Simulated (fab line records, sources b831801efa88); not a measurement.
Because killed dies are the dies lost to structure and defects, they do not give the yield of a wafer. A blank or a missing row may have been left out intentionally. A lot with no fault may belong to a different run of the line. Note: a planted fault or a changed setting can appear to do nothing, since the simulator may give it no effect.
Problem report in the 8D (eight disciplines) form, filled by code :: flow gf180mcu :: the parts of the form that need people (team, actions taken, sign-off) are left out

== 1. WHAT IS WRONG ==
At GF_HV_LDD_IMPLANT_35, doseIonsCm2 averages 7.870e+12 over 6 wafers from 2 lots, while fault-free wafers read 7.501e+12, standard deviation 8e+09. That is +46 standard deviations from the usual mean.
Seen first at day 17 06:26 on implanter-01, wafer L317.2. At this step, 42 wafers from 14 lots have a number in the record. By rule, "out" or "out of limits" means more than 4 standard deviations away from the usual mean. All remaining wafers that have a number are taken as sound.

== 2. WHAT IT IS; WHAT IT IS NOT ==
question: which readings at this step
is: doseIonsCm2
is not: -

question: which lots
is: L317, L319
is not: L301, L303, L304, L307, L308, L309, L310, L311, L314, L318, L322, L324

question: which wafers of those lots
is: all that have a number
is not: -

question: read on which tools
is: implanter-01
is not: implanter-03, implanter-04

question: when
is: from day 17 06:26
is not: up to then (27 sound wafers); but 9 sound wafers of L318, L322, L324 came after

== 3. THE SUSPECTS, EACH WITH WHAT RULES IT OUT ==
Counting: a tool at a process step up to the reading stays a suspect if it ran every lot that is out and no sound lot after the first of them.
- rieDiel-02 at GF_POLY_GATE_ETCH_12 (etches BARC in N2/H2): kept. All lots that are out passed through it, beginning with L317 at day 14 09:27, and no sound lot followed; its final sound lot before that point was L309 at day 11 21:52.
- implanter-01 at GF_HV_LDD_IMPLANT_35: kept. All lots that are out passed through it, beginning with L317 at day 17 06:26, and no sound lot followed; its final sound lot before that point was L311 at day 15 10:26. Its own readings are out on those wafers: doseIonsCm2.
After counting, rieDiel-02 at GF_POLY_GATE_ETCH_12 and implanter-01 at GF_HV_LDD_IMPLANT_35 remain.

== 4. THE CAUSE (what the simulator had put in) ==
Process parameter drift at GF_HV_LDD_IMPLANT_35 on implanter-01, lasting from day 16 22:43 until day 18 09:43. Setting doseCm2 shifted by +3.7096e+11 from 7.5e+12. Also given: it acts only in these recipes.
Counting leaves 2 suspects; this tool is one of them.

== 5. SEQUENCE OF EFFECTS, ordered by route ==
Each row: a reading whose mean over the struck wafers that have a number lies more than 3 standard deviations from the usual. Scope: only readings with a usual standard deviation given in the record; hours: median across lots of the time from each lot's start at the first step in this table that gives one to its start at this step; sigmas: change in usual standard deviations.
hours: 0
step: GF_HV_LDD_IMPLANT_35
reading: doseIonsCm2
usual: 7.501e+12
on struck wafers: 7.870e+12
change: +3.688e+11
sigmas: +46
Process steps it contains:
- GF_HV_LDD_IMPLANT_35

== 6. HOW IT WOULD HAVE BEEN CAUGHT EARLIER ==
In this record no reading fell out of limits until day 17 06:26, 8 hours after the fault had begun at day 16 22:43.
